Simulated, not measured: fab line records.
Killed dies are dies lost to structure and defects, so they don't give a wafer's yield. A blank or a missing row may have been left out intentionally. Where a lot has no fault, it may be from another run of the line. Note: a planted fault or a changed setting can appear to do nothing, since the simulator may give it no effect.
The tool behind it: which one?    flow gf180mcu    Sampling: 9 lots, 27 wafers, 6 of 602 route steps

WHAT THE GAUGES SHOWED, per wafer
GF_STI_THK_MEAS_30.
lot   measured     on             STI_OXIDATION_02_THK (nm)
L790  day 2 06:04  film metro-02  9.72 10.07 9.90
L791  day 2 11:06  film metro-03  10.03 9.90 9.99
L792  day 2 15:35  film metro-03  9.85 9.94 9.90
L793  day 2 21:19  film metro-04  10.10 10.11 10.10
L794  day 3 03:06  film metro-04  9.84 10.27 10.01
L795  day 3 07:20  film metro-02  9.94 10.18 10.00
L802  day 5 03:04  film metro-04  10.09 10.27 10.21
L803  day 5 06:55  film metro-02  9.95 9.98 9.94
L804  day 5 06:55  film metro-03  9.81 9.78 9.80

GF_DNWELL_TW_MEAS_09.
lot   measured     on             DNWELL_TW
L790  day 2 18:36  film metro-01  1347 1352 1349
L791  day 2 23:51  film metro-02  1341 1337 1339
L792  day 3 04:35  film metro-02  1338 1339 1340
L793  day 3 10:44  film metro-02  1351 1350 1345
L794  day 3 15:58  film metro-03  1319 1317 1329
L795  day 3 20:21  film metro-03  1322 1323 1319
L802  day 5 17:57  film metro-01  1347 1344 1350
L803  day 5 21:36  film metro-03  1306 1302 1296
L804  day 5 21:43  film metro-03  1309 1306 1312

GF_MVSD_TW_MEAS_11.
lot   measured     on             MVSD_TW
L790  day 4 09:34  film metro-03  1548 1547 1548
L791  day 4 13:55  film metro-04  1571 1571 1563
L792  day 4 19:44  film metro-01  1575 1574 1582
L793  day 5 01:29  film metro-04  1563 1569 1568
L794  day 5 06:47  film metro-04  1561 1569 1564
L795  day 5 12:50  film metro-01  1568 1579 1573
L802  day 7 16:41  film metro-01  1583 1583 1579
L803  day 7 20:40  film metro-03  2329 2329 2333
L804  day 7 20:56  film metro-01  2405 2404 2386

GF_VT_IMPLANT_RS_MEAS_46: a four-point-probe measurement.
lot   measured      on             MVSD_RS (ohm/sq)
L790  day 7 09:53   film metro-03  456.8 456.9 455.9
L791  day 7 16:23   film metro-03  458.3 458.5 458.4
L792  day 7 23:49   film metro-04  457.1 457.6 456.9
L793  day 8 07:16   film metro-04  456.3 455.6 455.0
L794  day 8 11:33   film metro-04  457.8 457.5 456.1
L795  day 8 19:53   film metro-01  459.1 457.9 458.9
L802  day 11 08:05  film metro-03  458.5 459.1 458.1
L803  day 11 12:35  film metro-01  - - -
L804  day 11 13:02  film metro-04  - - -

WHICH TOOL RAN EACH LOT (tool, then ch and the chambers of the sampled wafers, then the start)
lot   GF_MVSD_IMPLANT_08              GF_MVPSD_STRIP_10
L790  implanter-03 ch 0, day 4 09:10  plasma asher-02 ch 1, day 4 22:32
L791  implanter-04 ch 0, day 4 13:31  plasma asher-01 ch 0,1, day 5 03:26
L792  implanter-03 ch 0, day 4 19:20  plasma asher-03 ch 0,1, day 5 08:53
L793  implanter-04 ch 0, day 5 01:05  plasma asher-02 ch 1, day 5 16:08
L794  implanter-04 ch 0, day 5 06:25  plasma asher-01 ch 0,1, day 5 21:26
L795  implanter-04 ch 0, day 5 12:28  plasma asher-02 ch 0,1, day 6 03:10
L802  implanter-04 ch 0, day 7 16:17  plasma asher-01 ch 0,1, day 8 09:23
L803  implanter-03 ch 0, day 7 20:16  plasma asher-03 ch 0,1, day 8 13:01
L804  implanter-01 ch 0, day 7 20:34  plasma asher-02 ch 0,1, day 8 13:38
- GF_MVSD_IMPLANT_08
- GF_MVPSD_STRIP_10: strips in O2/N2.

WHAT THE TOOLS THEMSELVES READ (means of the sampled wafers that have a number; where no wafer has one, the mark that the record gives instead)
GF_MVSD_IMPLANT_08.
lot   tool          beam energy keV  end station pressure torr (Torr)
L790  implanter-03  400.08           5.21e-06
L791  implanter-04  400.00           4.97e-06
L792  implanter-03  399.88           5.01e-06
L793  implanter-04  399.95           5.26e-06
L794  implanter-04  399.84           5.21e-06
L795  implanter-04  399.97           5.16e-06
L802  implanter-04  400.07           4.96e-06
L803  implanter-03  400.05           4.93e-06
L804  implanter-01  399.90           4.87e-06

GF_MVPSD_STRIP_10.
lot   tool             drypump motor current A (A)  heater power w (W)  oes product au (a.u.)  strip time to endpoint s (s)
L790  plasma asher-02  6.3                          341                 0.724                  37.01
L791  plasma asher-01  6.5                          323                 0.721                  37.02
L792  plasma asher-03  6.3                          358                 0.727                  36.94
L793  plasma asher-02  6.3                          343                 0.724                  37.09
L794  plasma asher-01  6.5                          324                 0.725                  36.98
L795  plasma asher-02  6.0                          342                 0.721                  36.86
L802  plasma asher-01  6.6                          328                 0.724                  36.86
L803  plasma asher-03  6.2                          365                 0.726                  37.04
L804  plasma asher-02  6.0                          346                 0.721                  37.22

THE ANSWER, worked out from the rows above alone
Rule: usual is defined by the lots themselves. The widest of any qualifying gaps counts: lots, ordered by their means at a reading, are off when they make up no more than a third of the lots, leave a main group of 4 or more, and stand apart from it by 3 or more times the standard deviation of that group's means. If all means in a main group match to the digits the tables above print for the reading, that group is not used. A lot without any number at a reading at which 4 lots or more have one is off too. The other lots that the step has rows for count as sound. First the gauges in route order, then the tools' own readings, where a lot's mean is used as printed above. At the first step where some lot is off, the reading lying furthest off is the one used; lots without a number count as furthest.
Off: at GF_MVSD_TW_MEAS_11 (MVSD_TW), L803, L804. The main group has a mean of 1568 with a standard deviation of 10.
A tool fits if, at a process step before that reading, it ran every lot that is off, and no sound lot after the first of them. Those tools and the gauges at GF_MVSD_TW_MEAS_11 are tried in the same way. Not one of the candidates tried fits.

WHAT THE SIMULATOR PUT IN
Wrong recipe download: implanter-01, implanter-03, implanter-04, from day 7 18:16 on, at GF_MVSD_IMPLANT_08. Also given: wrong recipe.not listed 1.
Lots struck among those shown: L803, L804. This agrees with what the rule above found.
